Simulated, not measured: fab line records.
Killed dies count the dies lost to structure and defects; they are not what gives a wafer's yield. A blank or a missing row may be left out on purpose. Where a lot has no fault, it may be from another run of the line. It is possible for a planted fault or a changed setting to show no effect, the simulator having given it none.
What tool caused it? ; flow sky130 ; 11 lots, 33 wafers sampled, at 5 steps of a route of 708

== WHAT THE GAUGES SHOWED, per wafer ==
SKY_LI_CONTACT_RS_MEAS_22: the measuring method here is four-point-probe.
lot;measured;on;LI_CONTACT_W_RS (ohm/sq)
L972;day 30 23:26;film metro-04;0.289 0.283 0.288
L976;day 32 01:48;film metro-04;0.292 0.279 0.277
L977;day 32 08:44;film metro-04;0.281 0.287 0.283
L979;day 33 08:43;film metro-01;0.286 0.286 0.285
L981;day 33 16:44;film metro-01;0.285 0.287 0.287
L983;day 34 16:23;film metro-04;0.288 0.288 0.290
L984;day 34 22:04;film metro-01;0.283 0.289 0.281
L985;day 35 00:50;film metro-01;0.282 0.283 0.282
L986;day 35 04:31;film metro-01;0.286 0.289 0.287
L989;day 35 21:46;film metro-01;0.285 0.283 0.285
L992;day 36 16:13;film metro-01;0.290 0.290 0.278

== WHICH TOOL RAN EACH LOT (tool, then ch and the chambers of the sampled wafers, then the start) ==
lot;SKY_LDD_P_COAT_02;SKY_LDD_P_STRIP_10;SKY_LDD_HVN_STRIP_09;SKY_LI_CONTACT_CVD_21
L972;litho track-04 ch 0, day 20 01:36;plasma asher-01 ch 0,1, day 20 17:47;plasma asher-03 ch 0,1, day 22 01:50;cvd w-02 ch 0,1, day 30 23:18
L976;litho track-02 ch 0, day 21 08:20;plasma asher-01 ch 0,1, day 22 00:26;plasma asher-02 ch 0,1, day 23 06:58;cvd w-02 ch 0,1, day 32 01:41
L977;litho track-04 ch 0, day 21 18:42;plasma asher-04 ch 0,1, day 22 10:05;plasma asher-01 ch 0,1, day 23 15:47;cvd w-01 ch 0,1, day 32 08:35
L979;litho track-02 ch 0, day 22 19:08;plasma asher-04 ch 0,1, day 23 10:28;plasma asher-02 ch 0,1, day 24 15:50;cvd w-02 ch 1, day 33 08:35
L981;litho track-02 ch 0, day 23 05:11;plasma asher-04 ch 0,1, day 23 20:35;plasma asher-01 ch 1, day 25 02:41;cvd w-01 ch 0,1, day 33 16:37
L983;litho track-02 ch 0, day 24 05:18;plasma asher-03 ch 0,1, day 24 21:05;plasma asher-02 ch 0,1, day 26 03:34;cvd w-01 ch 0,1, day 34 16:14
L984;litho track-02 ch 0, day 24 06:54;plasma asher-03 ch 0,1, day 24 22:37;plasma asher-01 ch 0,1, day 26 04:59;cvd w-02 ch 0,1, day 34 21:55
L985;litho track-03 ch 0, day 24 13:33;plasma asher-04 ch 0,1, day 25 05:16;plasma asher-02 ch 0,1, day 26 11:41;cvd w-01 ch 0,1, day 35 00:43
L986;litho track-02 ch 0, day 24 18:30;plasma asher-03 ch 0,1, day 25 10:29;plasma asher-01 ch 0,1, day 26 16:19;cvd w-02 ch 1, day 35 04:22
L989;litho track-04 ch 0, day 25 16:24;plasma asher-01 ch 0, day 26 07:58;plasma asher-02 ch 0,1, day 27 12:44;cvd w-01 ch 0,1, day 35 21:37
L992;litho track-03 ch 0, day 26 12:14;plasma asher-01 ch 0,1, day 27 03:49;plasma asher-01 ch 0,1, day 28 09:11;cvd w-02 ch 0,1, day 36 16:05
- SKY_LDD_P_COAT_02: resist thk 1140 nm.
- SKY_LDD_P_STRIP_10: strips in O2/N2.
- SKY_LDD_HVN_STRIP_09: strips in O2/N2.
- SKY_LI_CONTACT_CVD_21: deposits W, target thk 400 nm, time 120.56 s.

== AS READ BY THE TOOLS THEMSELVES (means over the sampled wafers that have a number; for cases with no such wafer, the mark the record gives instead) ==
SKY_LDD_P_COAT_02.
lot;tool;spin speed rpm (rpm)
L972;litho track-04;3002.2
L976;litho track-02;3000.2
L977;litho track-04;3001.2
L979;litho track-02;2998.1
L981;litho track-02;2997.7
L983;litho track-02;3297.6
L984;litho track-02;3298.6
L985;litho track-03;3000.4
L986;litho track-02;3298.4
L989;litho track-04;2997.5
L992;litho track-03;2999.5

SKY_LDD_P_STRIP_10.
lot;tool;drypump motor current A (A);n2 flow sccm (sccm);oes product au (a.u.);strip time to endpoint s (s)
L972;plasma asher-01;6.1;299.9;0.716;14.18
L976;plasma asher-01;6.1;300.1;0.716;14.19
L977;plasma asher-04;5.8;300.0;0.715;14.15
L979;plasma asher-04;5.9;300.0;0.712;14.20
L981;plasma asher-04;5.9;299.6;0.712;14.22
L983;plasma asher-03;5.7;299.7;0.716;13.61
L984;plasma asher-03;5.4;300.3;0.714;13.57
L985;plasma asher-04;5.9;299.4;0.718;14.23
L986;plasma asher-03;5.4;300.9;0.719;13.54
L989;plasma asher-01;6.3;299.9;0.712;14.12
L992;plasma asher-01;6.0;300.1;0.716;14.19

SKY_LDD_HVN_STRIP_09.
lot;tool;drypump motor current A (A);n2 flow sccm (sccm);oes product au (a.u.);strip time to endpoint s (s)
L972;plasma asher-03;5.4;299.5;0.407;4.156
L976;plasma asher-02;5.7;299.5;0.410;4.125
L977;plasma asher-01;6.1;299.9;0.412;4.118
L979;plasma asher-02;5.7;299.9;0.412;4.152
L981;plasma asher-01;5.4;299.4;0.405;4.135
L983;plasma asher-02;5.7;299.6;0.407;4.130
L984;plasma asher-01;6.0;300.2;0.409;4.147
L985;plasma asher-02;5.7;300.3;0.404;4.116
L986;plasma asher-01;6.0;300.4;0.412;4.156
L989;plasma asher-02;5.7;299.3;0.409;4.150
L992;plasma asher-01;6.0;300.1;0.407;4.127

SKY_LI_CONTACT_CVD_21.
lot;tool;chamber pressure Torr (Torr);heater power w (W)
L972;cvd w-02;40.01;989
L976;cvd w-02;40.02;1021
L977;cvd w-01;40.02;933
L979;cvd w-02;39.92;970
L981;cvd w-01;40.09;914
L983;cvd w-01;40.01;929
L984;cvd w-02;39.96;1029
L985;cvd w-01;39.93;922
L986;cvd w-02;40.00;964
L989;cvd w-01;40.02;915
L992;cvd w-02;40.03;1005

== THE ANSWER, worked out from the rows above alone ==
Rule: the usual values come from the lots themselves. The widest of any qualifying gaps counts: lots, ordered by their means at a reading, are off when they make up no more than a third of the lots, leave a main group of 4 or more, and stand apart from it by 3 or more times the standard deviation of that group's means. A main group whose means are all the same, to the digits that the tables above print for the reading, isn't used. Also off: a lot with no number at a reading for which 4 or more lots have one. The other lots that the step has rows for count as sound. First the gauges in route order, then the tools' own readings, where a lot's mean is used as printed above. At the first step where some lot is off, the reading lying furthest off is the one used; lots without a number count as furthest.
Off: L983, L984, L986, at SKY_LDD_P_COAT_02 (spin speed rpm). The main group: mean 2999.6 rpm, standard deviation 1.6.
A tool fits if, at that step or a process step before it, it ran every lot that is off, and no sound lot after the first of them. One candidate fits, namely litho track-02 at SKY_LDD_P_COAT_02. A fault onset in the window from L981 (day 23 05:11, its last sound lot) to L983 (day 24 05:18, its first lot off) fits.
The tool's own readings at SKY_LDD_P_COAT_02 bear it out: on the lots that are off they differ by more than 5 times the standard deviation of the sound lots' means. spin speed rpm reads 3298.2 rpm there against 2999.6 rpm on the sound lots.

== WHAT WAS PUT IN BY THE SIMULATOR ==
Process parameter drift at SKY_LDD_P_COAT_02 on litho track-02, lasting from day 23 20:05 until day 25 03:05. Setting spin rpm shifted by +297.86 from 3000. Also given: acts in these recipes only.
Lots struck among those shown: L983, L984, L986. Same finding as the rule above.
